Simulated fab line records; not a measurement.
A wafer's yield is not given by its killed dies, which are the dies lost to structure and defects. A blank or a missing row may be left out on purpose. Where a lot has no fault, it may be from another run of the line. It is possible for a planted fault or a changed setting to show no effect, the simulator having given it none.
Problem report, 8D (eight disciplines) form, completed by code || flow sfq-line || the parts of the form that need people (team, actions taken, sign-off) are left out

## 1. WHAT IS WRONG
cathode-dc-power-W at SFQ_TRILAYER_R5_DEP_SPUTTER_132 reads a mean of 1745.7 W on 1 wafer of 1 lot; wafers without a fault read 2000.0 W with a standard deviation of 0.33. So: -99 or more standard deviations from the usual mean.
The step: material Ti, target thk 5 nm, time 5 s.
Seen first at day 61 03:46 on pvd-sputter-05, wafer L781.2. The record holds 39 wafers of 13 lots with a number at this step. Rule for "out" (also "out of limits"): further than 4 standard deviations from the usual mean. All remaining wafers that have a number are taken as sound.

## 2. WHAT IT IS, AND WHAT IT ISN'T
{"question": "which readings at this step", "is": "cathode-dc-power-W", "is not": "throttle-valve-pct"}
{"question": "which lots", "is": "L781", "is not": "L763, L764, L766, L767, L768, L771, L773, L775, L780, L782, L783, L785"}
{"question": "which wafers of those lots", "is": "L781.2", "is not": "L781.1, L781.6"}
{"question": "read on which tools", "is": "pvd-sputter-05", "is not": "pvd-sputter-04, pvd-sputter-06"}
{"question": "when", "is": "from day 61 03:46", "is not": "up to then (29 sound wafers); but 9 sound wafers of L782, L783, L785 came after"}

## 3. THE SUSPECTS, EACH WITH WHAT RULES IT OUT
Counting: any tool at a process step up to the reading remains a suspect provided it ran every lot that is out. Sound lots after the first of them don't rule it out here, since some wafers of a struck lot are sound.
- pvd-sputter-05 at SFQ_TRILAYER_R5_DEP_SPUTTER_132 (material Ti, target thk 5 nm, time 5 s): kept. It ran the lot that is out, L781 (day 61 03:46); its last sound lot up to then is L775 (day 60 00:01). Its own readings are out on those wafers: cathode-dc-power-W.
Remaining after the count: pvd-sputter-05 at SFQ_TRILAYER_R5_DEP_SPUTTER_132.

## 4. THE CAUSE (what the simulator had put in)
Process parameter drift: pvd-sputter-05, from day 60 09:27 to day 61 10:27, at SFQ_TRILAYER_R5_DEP_SPUTTER_132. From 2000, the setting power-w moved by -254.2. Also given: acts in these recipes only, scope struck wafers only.
After counting, this tool was the only one left.

## 5. THE CHAIN OF EFFECTS, in route order
Each row: a reading whose mean over the struck wafers that have a number lies more than 3 standard deviations from the usual. Readings are gone through only where the record gives a usual standard deviation; hours: the median, over the lots, of the time from a lot's start at the first step in this table giving one to that lot's start at this step; sigmas: the change measured in usual standard deviations.
{"hours": 0, "step": "SFQ_TRILAYER_R5_DEP_SPUTTER_132", "reading": "cathode-dc-power-W", "usual": "2000.0 W", "on struck wafers": 1745.7, "change": -254.3, "sigmas": "-99 or more"}
Here are the process steps it includes:
- SFQ_TRILAYER_R5_DEP_SPUTTER_132: material Ti, target thk 5 nm, time 5 s.

## 6. WHAT WOULD HAVE CAUGHT IT SOONER
In this record the first reading out of limits was taken at day 61 03:46, 18 hours after the fault began at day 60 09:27.
